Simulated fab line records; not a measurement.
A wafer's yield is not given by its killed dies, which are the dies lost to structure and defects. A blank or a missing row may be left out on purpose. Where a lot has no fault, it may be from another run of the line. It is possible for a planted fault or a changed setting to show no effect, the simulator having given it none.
fab line records	flow sky130	part 1 of 2: steps 1 to 24 of 36
record lots=5	wafers=15	last-day=50
route steps=708 shown VT_ADJUST_HVTR@136 VT_ADJUST_PCH@143 SONOS_TUNNEL@154 SONOS_ONO@168
lots with no fault: from the same line, run without faults
start-h: the number of hours between the record's first day and the start of the first shown wafer of the lot	wait-h: hours elapsed since this lot's preceding step	" repeats the value in the row above	L1.1+2: several wafers, shown together as one row	- no value present, or no start provided	* or withheld: withheld	< > ~ a bound
route shown NAME@n: NAME is a module with steps in the file, n the number in the route of the first one	usual: average and standard deviation across the fault-free wafers	same: alike in all rows	chamber/n: place in a boat	sites: the reading at each site	_std_site: how widely they spread, as a standard deviation	_edge_site: the outer-site mean with the inner-site mean subtracted	radius-mm: for every site, how far away it sits from the centre of the wafer	mask NAME#n: copy n	behind: the tool/chamber that last shaped the wafer	hold: cause of the lot's hold/its duration in hours/its outcome	device: the transistor (n, p or np) that didn't switch	end of line: tests of these same wafers at the route's end	a step given without rows: its recipe and nothing more	killed: at the first sort, the dies lost to defects and structure; wafer yield is something else	map: the dies of a wafer, with x for killed, . for not killed, _ for no die there
set.NAME: the setting as run; set.NAME@STEP: as run at that earlier step	model.NAME: the simulator's own value behind a step, which no gauge read
lots at selected steps of the route; one table per step, one row per wafer
services: a tool's chamber out of use, with start hour (start-h, from the record's first day; less than 0 if before it), hours out, and reason
## steps
# step SKY_VT_ADJUST_HVTR_PEB_05
# recipe temp-c=withheld	time-s=*	resist=NOVOLAK
# usual resist-line-temp-C=*
lot.wafer	tool	chamber	start-h	wait-h	resist-line-temp-C
L074.1	litho-track-01	0	-	-	*
L074.2	"	0	"	"	*
L074.4	"	0	"	"	*
L076.3	litho-track-03	0	-	-	*
L076.4	"	0	"	"	*
L076.6	"	0	"	"	*
L079.1	litho-track-04	0	-	-	*
L079.3	"	0	"	"	*
L079.4	"	0	"	"	*
L090.2	litho-track-03	0	-	-	*
L090.4	"	0	"	"	*
L090.6	"	0	"	"	*
L094.3	litho-track-04	0	-	-	*
L094.4	"	0	"	"	*
L094.6	"	0	"	"	*
# step SKY_VT_ADJUST_HVTR_DEVELOP_06
# recipe develop-time-s=60	dev-temp-c=23
# usual resist-line-temp-C=23.01/0.097
lot.wafer	tool	chamber	start-h	wait-h	resist-line-temp-C
L074.1	litho-track-01	0	207.30	0.1	22.98
L074.2	"	0	"	"	23.19
L074.4	"	0	"	"	23.04
L076.3	litho-track-03	0	233.35	0.1	23.10
L076.4	"	0	"	"	23.00
L076.6	"	0	"	"	22.98
L079.1	litho-track-04	0	245.93	0.1	23.18
L079.3	"	0	"	"	23.18
L079.4	"	0	"	"	23.32
L090.2	litho-track-03	0	318.32	0.1	23.00
L090.4	"	0	"	"	22.97
L090.6	"	0	"	"	23.11
L094.3	litho-track-04	0	353.38	0.1	23.06
L094.4	"	0	"	"	22.92
L094.6	"	0	"	"	22.92
# step SKY_VT_ADJUST_HVTR_CD_MEAS_07
# recipe target-cd-nm=380
# usual cd-nm=379.4/2.6
lot.wafer	tool	chamber	start-h	wait-h	cd-nm
L074.1	cd-sem-01	-	207.45	0.1	376.0
L074.2	"	-	"	"	374.7
L074.4	"	-	"	"	376.1
L076.3	cd-sem-02	-	233.49	0.1	379.5
L076.4	"	-	"	"	378.1
L076.6	"	-	"	"	378.8
L079.1	cd-sem-02	-	246.08	0.1	377.4
L079.3	"	-	"	"	376.0
L079.4	"	-	"	"	376.8
L090.2	cd-sem-02	-	318.47	0.1	378.0
L090.4	"	-	"	"	378.5
L090.6	"	-	"	"	380.3
L094.3	cd-sem-02	-	353.52	0.1	378.3
L094.4	"	-	"	"	376.4
L094.6	"	-	"	"	375.5
# step SKY_VT_ADJUST_HVTR_OVL_MEAS_08
# usual VT_ADJUST_HVTR_OVL=-1.0/1.4
lot.wafer	tool	chamber	start-h	wait-h	VT_ADJUST_HVTR_OVL[nm]
L074.1	overlay-02	-	207.57	0.1	-0.6
L074.2	"	-	"	"	-0.8
L074.4	"	-	"	"	0.4
L076.3	overlay-01	-	233.58	0.1	-2.5
L076.4	"	-	"	"	-3.6
L076.6	"	-	"	"	-4.1
L079.1	overlay-01	-	246.20	0.1	1.1
L079.3	"	-	"	"	-1.4
L079.4	"	-	"	"	0.1
L090.2	overlay-01	-	318.58	0.1	-2.4
L090.4	"	-	"	"	-3.2
L090.6	"	-	"	"	-2.0
L094.3	overlay-01	-	353.61	0.1	-5.3
L094.4	"	-	"	"	-2.1
L094.6	"	-	"	"	-3.2
# step SKY_VT_ADJUST_HVTR_IMPLANT_09
# recipe species=B	energy-kev=10	dose-cm2=2.1e+12	tilt-deg=withheld
# usual faraday-current-uA=11.84/0.24
lot.wafer	tool	chamber	start-h	wait-h	faraday-current-uA
L074.1	implanter-03	0	207.60	0.0	11.62
L074.2	"	0	"	"	11.88
L074.4	"	0	"	"	12.15
L076.3	implanter-04	0	233.66	0.1	11.77
L076.4	"	0	"	"	11.32
L076.6	"	0	"	"	11.92
L079.1	implanter-03	0	246.23	0.0	12.00
L079.3	"	0	"	"	11.75
L079.4	"	0	"	"	11.51
L090.2	implanter-03	0	318.63	0.0	11.50
L090.4	"	0	"	"	11.96
L090.6	"	0	"	"	11.74
L094.3	implanter-03	0	353.68	0.1	11.62
L094.4	"	0	"	"	11.79
L094.6	"	0	"	"	11.83
# step SKY_VT_ADJUST_HVTR_STRIP_10
# recipe chemistry=O2/N2	power-w=1400	pressure-mtorr=1500	platen-temp-c=withheld	o2-flow-sccm=3000	n2-flow-sccm=300	overash-fraction=0.5
# usual drypump-motor-current-A=5.80/0.17	oes-product-au=0.715/0.0043	strip-time-to-endpoint-s=14.19/0.038
lot.wafer	tool	chamber	start-h	wait-h	drypump-motor-current-A	oes-product-au	rf-hours-counter-h	strip-time-to-endpoint-s
L074.1	plasma-asher-04	0	207.75	0.1	5.64	0.709	9	14.20
L074.2	"	1	"	"	5.59	0.714	9	14.20
L074.4	"	1	"	"	5.58	0.726	-	14.20
L076.3	plasma-asher-01	0	233.79	0.1	5.94	0.722	-	14.24
L076.4	"	1	"	"	5.97	0.707	-	14.25
L076.6	"	1	"	"	5.93	0.715	-	14.21
L079.1	plasma-asher-01	0	246.38	0.1	5.94	0.714	57	14.18
L079.3	"	0	"	"	5.95	0.709	-	14.17
L079.4	"	1	"	"	5.92	0.714	-	14.16
L090.2	plasma-asher-01	0	318.76	0.1	5.95	0.711	65	14.19
L090.4	"	1	"	"	6.00	0.710	-	14.22
L090.6	"	1	"	"	5.98	0.714	-	14.19
L094.3	plasma-asher-04	1	353.82	0.1	5.59	0.715	-	14.18
L094.4	"	0	"	"	5.68	0.719	-	14.17
L094.6	"	1	"	"	5.58	0.710	-	14.17
# step SKY_VT_ADJUST_HVTR_TW_MEAS_11
# usual VT_ADJUST_HVTR_TW=208.6/0.91
lot.wafer	tool	chamber	start-h	wait-h	VT_ADJUST_HVTR_TW
L074.1	film-metro-03	-	207.85	0.1	208.6
L074.2	"	-	"	"	208.0
L074.4	"	-	"	"	209.3
L076.3	film-metro-01	-	233.88	0.1	207.9
L076.4	"	-	"	"	207.8
L076.6	"	-	"	"	209.1
L079.1	film-metro-04	-	246.48	0.1	205.7
L079.3	"	-	"	"	206.4
L079.4	"	-	"	"	207.1
L090.2	film-metro-04	-	318.87	0.1	208.4
L090.4	"	-	"	"	207.2
L090.6	"	-	"	"	207.7
L094.3	film-metro-04	-	353.90	0.1	209.3
L094.4	"	-	"	"	209.8
L094.6	"	-	"	"	208.0
# step SKY_VT_ADJUST_PCH_DEHYDRATE_00
# recipe temp-c=200	time-s=60
# usual plate-temp-C=200.01/0.16	resist-line-temp-C=22.99/0.11
lot.wafer	tool	chamber	start-h	wait-h	plate-temp-C	resist-line-temp-C
L074.1	litho-track-04	0	218.38	10.5	200.07	23.01
L074.2	"	0	"	"	200.11	22.80
L074.4	"	0	"	"	200.33	22.85
L076.3	litho-track-02	0	244.74	10.9	200.22	22.82
L076.4	"	0	"	"	200.22	22.99
L076.6	"	0	"	"	200.05	22.97
L079.1	litho-track-01	0	257.65	11.2	200.02	22.91
L079.3	"	0	"	"	200.09	22.83
L079.4	"	0	"	"	199.79	22.94
L090.2	litho-track-01	0	332.02	13.1	199.95	22.93
L090.4	"	0	"	"	199.93	22.95
L090.6	"	0	"	"	199.82	23.10
L094.3	litho-track-01	0	367.00	13.1	199.82	22.95
L094.4	"	0	"	"	200.04	23.02
L094.6	"	0	"	"	199.85	22.97
# step SKY_VT_ADJUST_PCH_HMDS_01
# recipe prime-time-s=60	prime-temp-c=120
# usual resist-line-temp-C=22.98/0.1
lot.wafer	tool	chamber	start-h	wait-h	resist-line-temp-C
L074.1	litho-track-04	0	218.53	0.1	22.87
L074.2	"	0	"	"	22.85
L074.4	"	0	"	"	22.83
L076.3	litho-track-02	0	244.89	0.1	23.02
L076.4	"	0	"	"	23.00
L076.6	"	0	"	"	23.20
L079.1	litho-track-01	0	257.80	0.1	22.81
L079.3	"	0	"	"	22.90
L079.4	"	0	"	"	22.85
L090.2	litho-track-01	0	332.17	0.1	22.89
L090.4	"	0	"	"	22.85
L090.6	"	0	"	"	22.81
L094.3	litho-track-01	0	367.15	0.1	22.88
L094.4	"	0	"	"	22.99
L094.6	"	0	"	"	22.93
# step SKY_VT_ADJUST_PCH_COAT_02
# recipe spin-rpm=2000	resist-thk-nm=3000
# usual resist-line-temp-C=23.01/0.11
lot.wafer	tool	chamber	start-h	wait-h	resist-line-temp-C
L074.1	litho-track-04	0	218.68	0.1	23.04
L074.2	"	0	"	"	22.92
L074.4	"	0	"	"	22.96
L076.3	litho-track-02	0	245.04	0.1	22.99
L076.4	"	0	"	"	23.00
L076.6	"	0	"	"	22.96
L079.1	litho-track-01	0	257.95	0.1	22.95
L079.3	"	0	"	"	22.95
L079.4	"	0	"	"	22.87
L090.2	litho-track-01	0	332.32	0.1	22.98
L090.4	"	0	"	"	22.90
L090.6	"	0	"	"	22.94
L094.3	litho-track-01	0	367.30	0.1	23.00
L094.4	"	0	"	"	23.13
L094.6	"	0	"	"	23.01
# step SKY_VT_ADJUST_PCH_SOFTBAKE_03
# recipe temp-c=110	time-s=withheld
# usual plate-temp-C=109.99/0.13	resist-line-temp-C=22.99/0.1
lot.wafer	tool	chamber	start-h	wait-h	plate-temp-C	resist-line-temp-C
L074.1	litho-track-04	0	218.83	0.1	110.09	23.00
L074.2	"	0	"	"	109.95	23.01
L074.4	"	0	"	"	110.16	22.92
L076.3	litho-track-02	0	245.21	0.1	110.10	23.10
L076.4	"	0	"	"	110.07	22.87
L076.6	"	0	"	"	110.16	23.11
L079.1	litho-track-01	0	258.10	0.1	109.93	22.99
L079.3	"	0	"	"	109.87	23.01
L079.4	"	0	"	"	109.99	23.13
L090.2	litho-track-01	0	332.48	0.1	110.09	22.87
L090.4	"	0	"	"	110.05	22.83
L090.6	"	0	"	"	110.05	23.02
L094.3	litho-track-01	0	367.46	0.1	109.94	22.93
L094.4	"	0	"	"	110.02	22.84
L094.6	"	0	"	"	110.11	22.93
# step SKY_VT_ADJUST_PCH_EXPOSE_04
# recipe mask-id=NWM	na=0.6	source-shape=conventional	sigma-outer=0.6	polarization=unpolarized	target-cd-nm=840	dose-mj=255
# usual stage-vel-mm-s=499.99/0.26
lot.wafer	tool	chamber	start-h	wait-h	mask	stage-vel-mm-s
L074.1	iline-stepper-02	0	-	-	NWM#0	500.39
L074.2	"	0	"	"	NWM#0	500.00
L074.4	"	0	"	"	NWM#0	500.15
L076.3	iline-stepper-01	0	-	-	NWM#0	499.33
L076.4	"	0	"	"	NWM#0	499.90
L076.6	"	0	"	"	NWM#0	499.89
L079.1	iline-stepper-02	0	-	-	NWM#0	500.12
L079.3	"	0	"	"	NWM#0	499.69
L079.4	"	0	"	"	NWM#0	499.71
L090.2	iline-stepper-01	0	-	-	NWM#0	500.00
L090.4	"	0	"	"	NWM#0	500.10
L090.6	"	0	"	"	NWM#0	500.38
L094.3	iline-stepper-01	0	-	-	NWM#0	500.53
L094.4	"	0	"	"	NWM#0	500.67
L094.6	"	0	"	"	NWM#0	500.05
# step SKY_VT_ADJUST_PCH_PEB_05
# recipe temp-c=115	time-s=withheld
# usual plate-temp-C=114.99/0.12	resist-line-temp-C=22.99/0.11
lot.wafer	tool	chamber	start-h	wait-h	plate-temp-C	resist-line-temp-C
L074.1	litho-track-02	0	-	-	114.98	23.14
L074.2	"	0	"	"	114.83	23.16
L074.4	"	0	"	"	115.10	23.07
L076.3	litho-track-02	0	-	-	115.14	22.93
L076.4	"	0	"	"	114.87	22.92
L076.6	"	0	"	"	114.85	22.92
L079.1	litho-track-04	0	-	-	115.06	22.88
L079.3	"	0	"	"	114.99	22.78
L079.4	"	0	"	"	114.97	22.99
L090.2	litho-track-01	0	-	-	114.96	23.12
L090.4	"	0	"	"	114.96	22.94
L090.6	"	0	"	"	115.05	22.95
L094.3	litho-track-04	0	-	-	114.97	23.03
L094.4	"	0	"	"	115.26	22.83
L094.6	"	0	"	"	115.14	23.18
# step SKY_VT_ADJUST_PCH_DEVELOP_06
# recipe wall-angle-deg=90	developer=TMAH	develop-time-s=60	dev-temp-c=23
# usual resist-line-temp-C=22.96/0.1
lot.wafer	tool	chamber	start-h	wait-h	resist-line-temp-C
L074.1	litho-track-02	0	-	-	22.95
L074.2	"	0	"	"	22.96
L074.4	"	0	"	"	22.94
L076.3	litho-track-02	0	-	-	22.90
L076.4	"	0	"	"	22.89
L076.6	"	0	"	"	22.79
L079.1	litho-track-04	0	-	-	22.94
L079.3	"	0	"	"	22.92
L079.4	"	0	"	"	22.79
L090.2	litho-track-01	0	-	-	22.88
L090.4	"	0	"	"	22.87
L090.6	"	0	"	"	22.93
L094.3	litho-track-04	0	-	-	23.15
L094.4	"	0	"	"	22.83
L094.6	"	0	"	"	22.98
# step SKY_VT_ADJUST_PCH_OVL_MEAS_07
# usual VT_ADJUST_PCH_OVL=0.9/1.1
lot.wafer	tool	chamber	start-h	wait-h	VT_ADJUST_PCH_OVL[nm]
L074.1	overlay-02	-	230.04	-	-0.7
L074.2	"	-	"	"	0.5
L074.4	"	-	"	"	1.5
L076.3	overlay-02	-	256.60	-	1.4
L076.4	"	-	"	"	1.0
L076.6	"	-	"	"	2.9
L079.1	overlay-01	-	270.18	-	2.1
L079.3	"	-	"	"	0.9
L079.4	"	-	"	"	-0.3
L090.2	overlay-02	-	345.95	-	2.1
L090.4	"	-	"	"	2.6
L090.6	"	-	"	"	3.1
L094.3	overlay-02	-	381.44	-	2.1
L094.4	"	-	"	"	2.0
L094.6	"	-	"	"	2.8
# step SKY_VT_ADJUST_PCH_IMPLANT_08
# recipe species=B	energy-kev=10	dose-cm2=5e+11	tilt-deg=withheld
# usual faraday-current-uA=2.82/0.059
lot.wafer	tool	chamber	start-h	wait-h	faraday-current-uA
L074.1	implanter-03	0	230.08	0.0	2.89
L074.2	"	0	"	"	2.81
L074.4	"	0	"	"	2.87
L076.3	implanter-04	0	256.68	0.1	2.94
L076.4	"	0	"	"	2.74
L076.6	"	0	"	"	2.92
L079.1	implanter-03	0	270.21	0.0	2.78
L079.3	"	0	"	"	2.86
L079.4	"	0	"	"	2.85
L090.2	implanter-03	0	346.01	0.0	2.84
L090.4	"	0	"	"	2.82
L090.6	"	0	"	"	2.80
L094.3	implanter-01	0	381.51	0.1	2.80
L094.4	"	0	"	"	2.81
L094.6	"	0	"	"	2.84
# step SKY_VT_ADJUST_PCH_STRIP_09
# recipe chemistry=O2/N2	power-w=1400	pressure-mtorr=1500	platen-temp-c=withheld	o2-flow-sccm=3000	n2-flow-sccm=300	overash-fraction=0.5
# usual drypump-motor-current-A=5.6/0.4	oes-product-au=0.722/0.0049	strip-time-to-endpoint-s=36.94/0.097
lot.wafer	tool	chamber	start-h	wait-h	drypump-motor-current-A	oes-product-au	rf-hours-counter-h	strip-time-to-endpoint-s
L074.1	plasma-asher-03	1	230.23	0.1	5.2	0.721	39	36.89
L074.2	"	0	"	"	4.9	0.724	39	36.75
L074.4	"	0	"	"	4.9	0.721	-	36.69
L076.3	plasma-asher-02	1	256.81	0.1	5.5	0.726	-	36.84
L076.4	"	0	"	"	5.8	0.722	-	37.00
L076.6	"	0	"	"	5.8	0.721	-	36.90
L079.1	plasma-asher-01	1	270.36	0.1	5.9	0.720	60	36.98
L079.3	"	1	"	"	6.0	0.725	-	36.88
L079.4	"	0	"	"	6.0	0.715	-	36.79
L090.2	plasma-asher-01	1	346.13	0.1	5.9	0.715	69	37.03
L090.4	"	0	"	"	5.9	0.714	-	36.98
L090.6	"	1	"	"	6.0	0.722	-	36.97
L094.3	plasma-asher-01	1	381.65	0.1	5.9	0.720	-	36.98
L094.4	"	0	"	"	5.9	0.726	-	36.99
L094.6	"	0	"	"	5.9	0.722	-	36.95
# step SKY_VT_ADJUST_PCH_TW_MEAS_10
# usual VT_ADJUST_PCH_TW=140.9/0.73
lot.wafer	tool	chamber	start-h	wait-h	VT_ADJUST_PCH_TW
L074.1	film-metro-02	-	230.33	0.1	141.4
L074.2	"	-	"	"	141.4
L074.4	"	-	"	"	141.7
L076.3	film-metro-04	-	256.90	0.1	139.7
L076.4	"	-	"	"	140.5
L076.6	"	-	"	"	139.4
L079.1	film-metro-01	-	270.46	0.1	140.3
L079.3	"	-	"	"	141.1
L079.4	"	-	"	"	141.4
L090.2	film-metro-01	-	346.24	0.1	142.0
L090.4	"	-	"	"	141.9
L090.6	"	-	"	"	142.6
L094.3	film-metro-02	-	381.73	0.1	140.9
L094.4	"	-	"	"	140.1
L094.6	"	-	"	"	139.9
# step SKY_SONOS_TUNNEL_DEHYDRATE_00
# recipe temp-c=200	time-s=60
# usual plate-temp-C=199.99/0.17	resist-line-temp-C=22.98/0.096
lot.wafer	tool	chamber	start-h	wait-h	plate-temp-C	resist-line-temp-C
L074.1	litho-track-04	0	241.53	11.2	200.03	22.80
L074.2	"	0	"	"	199.93	22.71
L074.4	"	0	"	"	199.99	22.80
L076.3	litho-track-03	0	268.80	11.9	199.86	23.18
L076.4	"	0	"	"	200.15	22.96
L076.6	"	0	"	"	200.10	23.13
L079.1	litho-track-04	0	282.08	11.6	199.83	22.97
L079.3	"	0	"	"	199.83	22.92
L079.4	"	0	"	"	199.78	22.92
L090.2	litho-track-02	0	359.27	13.0	200.02	23.05
L090.4	"	0	"	"	200.02	23.13
L090.6	"	0	"	"	199.87	23.05
L094.3	litho-track-03	0	394.55	12.8	200.17	22.97
L094.4	"	0	"	"	199.91	23.09
L094.6	"	0	"	"	200.13	23.11
# step SKY_SONOS_TUNNEL_HMDS_01
# recipe prime-time-s=60	prime-temp-c=120
# usual resist-line-temp-C=22.98/0.1
lot.wafer	tool	chamber	start-h	wait-h	resist-line-temp-C
L074.1	litho-track-04	0	241.68	0.1	22.94
L074.2	"	0	"	"	23.11
L074.4	"	0	"	"	23.09
L076.3	litho-track-03	0	268.95	0.1	23.04
L076.4	"	0	"	"	23.17
L076.6	"	0	"	"	23.03
L079.1	litho-track-04	0	282.23	0.1	22.81
L079.3	"	0	"	"	23.05
L079.4	"	0	"	"	22.94
L090.2	litho-track-02	0	359.42	0.1	23.04
L090.4	"	0	"	"	23.00
L090.6	"	0	"	"	22.88
L094.3	litho-track-03	0	394.70	0.1	22.94
L094.4	"	0	"	"	22.90
L094.6	"	0	"	"	22.70
# step SKY_SONOS_TUNNEL_COAT_02
# recipe resist=NOVOLAK	spin-rpm=3000	resist-thk-nm=1140
# usual resist-line-temp-C=22.98/0.094
lot.wafer	tool	chamber	start-h	wait-h	resist-line-temp-C
L074.1	litho-track-04	0	241.83	0.1	22.86
L074.2	"	0	"	"	22.86
L074.4	"	0	"	"	23.00
L076.3	litho-track-03	0	269.10	0.1	22.86
L076.4	"	0	"	"	23.08
L076.6	"	0	"	"	22.91
L079.1	litho-track-04	0	282.38	0.1	22.89
L079.3	"	0	"	"	23.00
L079.4	"	0	"	"	22.86
L090.2	litho-track-02	0	359.57	0.1	22.87
L090.4	"	0	"	"	22.97
L090.6	"	0	"	"	23.13
L094.3	litho-track-03	0	394.85	0.1	23.00
L094.4	"	0	"	"	23.03
L094.6	"	0	"	"	23.05
# step SKY_SONOS_TUNNEL_SOFTBAKE_03
# recipe temp-c=90	time-s=60	resist=NOVOLAK
# usual plate-temp-C=90.04/0.13	resist-line-temp-C=23.00/0.11
lot.wafer	tool	chamber	start-h	wait-h	plate-temp-C	resist-line-temp-C
L074.1	litho-track-04	0	241.98	0.1	90.08	23.04
L074.2	"	0	"	"	90.17	23.03
L074.4	"	0	"	"	90.05	23.02
L076.3	litho-track-03	0	269.25	0.1	90.22	22.98
L076.4	"	0	"	"	90.27	23.20
L076.6	"	0	"	"	90.19	23.12
L079.1	litho-track-04	0	282.53	0.1	90.00	22.92
L079.3	"	0	"	"	90.11	22.94
L079.4	"	0	"	"	90.19	22.98
L090.2	litho-track-02	0	359.72	0.1	90.01	23.04
L090.4	"	0	"	"	90.06	23.04
L090.6	"	0	"	"	89.89	23.00
L094.3	litho-track-03	0	395.00	0.1	89.95	23.03
L094.4	"	0	"	"	89.86	23.09
L094.6	"	0	"	"	90.07	22.98
# step SKY_SONOS_TUNNEL_EXPOSE_04
# recipe mask-id=TUNM	na=0.6	source-shape=conventional	sigma-outer=0.6	polarization=unpolarized	target-cd-nm=410	dose-mj=136
# usual stage-vel-mm-s=500.04/0.27
lot.wafer	tool	chamber	start-h	wait-h	mask	stage-vel-mm-s
L074.1	iline-stepper-01	0	-	-	TUNM#0	500.00
L074.2	"	0	"	"	TUNM#0	499.85
L074.4	"	0	"	"	TUNM#0	499.84
L076.3	iline-stepper-02	0	-	-	TUNM#0	500.03
L076.4	"	0	"	"	TUNM#0	500.25
L076.6	"	0	"	"	TUNM#0	499.97
L079.1	iline-stepper-01	0	-	-	TUNM#0	500.51
L079.3	"	0	"	"	TUNM#0	500.66
L079.4	"	0	"	"	TUNM#0	500.70
L090.2	iline-stepper-01	0	-	-	TUNM#0	499.58
L090.4	"	0	"	"	TUNM#0	499.69
L090.6	"	0	"	"	TUNM#0	499.94
L094.3	iline-stepper-01	0	-	-	TUNM#0	500.05
L094.4	"	0	"	"	TUNM#0	500.05
L094.6	"	0	"	"	TUNM#0	500.49
# step SKY_SONOS_TUNNEL_PEB_05
# recipe temp-c=withheld	time-s=*	resist=NOVOLAK
# usual resist-line-temp-C=*
lot.wafer	tool	chamber	start-h	wait-h	resist-line-temp-C
L074.1	litho-track-02	0	-	-	*
L074.2	"	0	"	"	*
L074.4	"	0	"	"	*
L076.3	litho-track-04	0	-	-	*
L076.4	"	0	"	"	*
L076.6	"	0	"	"	*
L079.1	litho-track-04	0	-	-	*
L079.3	"	0	"	"	*
L079.4	"	0	"	"	*
L090.2	litho-track-04	0	-	-	*
L090.4	"	0	"	"	*
L090.6	"	0	"	"	*
L094.3	litho-track-02	0	-	-	*
L094.4	"	0	"	"	*
L094.6	"	0	"	"	*
